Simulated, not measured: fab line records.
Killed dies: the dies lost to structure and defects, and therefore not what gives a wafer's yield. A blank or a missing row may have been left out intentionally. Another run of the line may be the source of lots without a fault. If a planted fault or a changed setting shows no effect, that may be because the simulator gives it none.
Matching of chambers | flow gf180mcu | 4 sister chambers for GF_CONTACT_CMP_04 on cmp-02
The step polishes SiO2. 8 wafers are shown with their chamber, then 8 later ones without.

EACH WAFER AND ITS CHAMBER
wafer  | chamber | motor current A (A) | head pressure psi (psi)
L307.5 | 3       | 12.8                | 4.005
L308.2 | 1       | 13.0                | 3.993
L308.3 | 0       | 7.8                 | 4.009
L308.4 | 2       | 10.5                | 4.009
L313.2 | 3       | 13.5                | 4.010
L313.3 | 1       | 13.1                | 3.989
L313.6 | 0       | 8.8                 | 4.030
L317.1 | 2       | 10.0                | 4.011

WAFERS WHOSE CHAMBER IS MISSING
wafer  | motor current A (A) | head pressure psi (psi)
L317.2 | 8.7                 | 4.003
L317.4 | 12.8                | 4.015
L320.4 | 12.8                | 3.996
L320.5 | 11.9                | 3.993
L320.6 | 10.0                | 4.016
L326.1 | 12.1                | 3.999
L326.3 | 13.3                | 4.017
L326.4 | 8.2                 | 4.008

THE CHAMBER EACH PASSED THROUGH
wafer  | from the rows above          | in truth
L317.2 | can't be placed: 0 or 2      | 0
L317.4 | can't be placed: 3 or 1      | 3
L320.4 | can't be placed: 1 or 3      | 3
L320.5 | can't be placed: 1 or 3 or 2 | 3
L320.6 | 2                            | 2
L326.1 | can't be placed: 1 or 3 or 2 | 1
L326.3 | 3                            | 3
L326.4 | 0                            | 0
Correct placement for 3 of the 8. Unplaceable from these rows: 5, with the true chamber sitting among the candidates in 5. Placed wrongly: 0.
How it was worked out, from the rows above alone: a wafer's distance from a chamber is the root of the sum, over the readings, of the square of ((its reading less the chamber's mean) divided by the reading's scatter). If the next closest chamber is less than 2 further off than the closest, the wafer can't be placed; otherwise it belongs to the closest. A chamber's mean is the mean of its shown wafers. How the scatter is found: for the shown wafers, subtract from each reading the mean of its chamber, square and add these, divide the total by (wafers less chambers), then take the root.
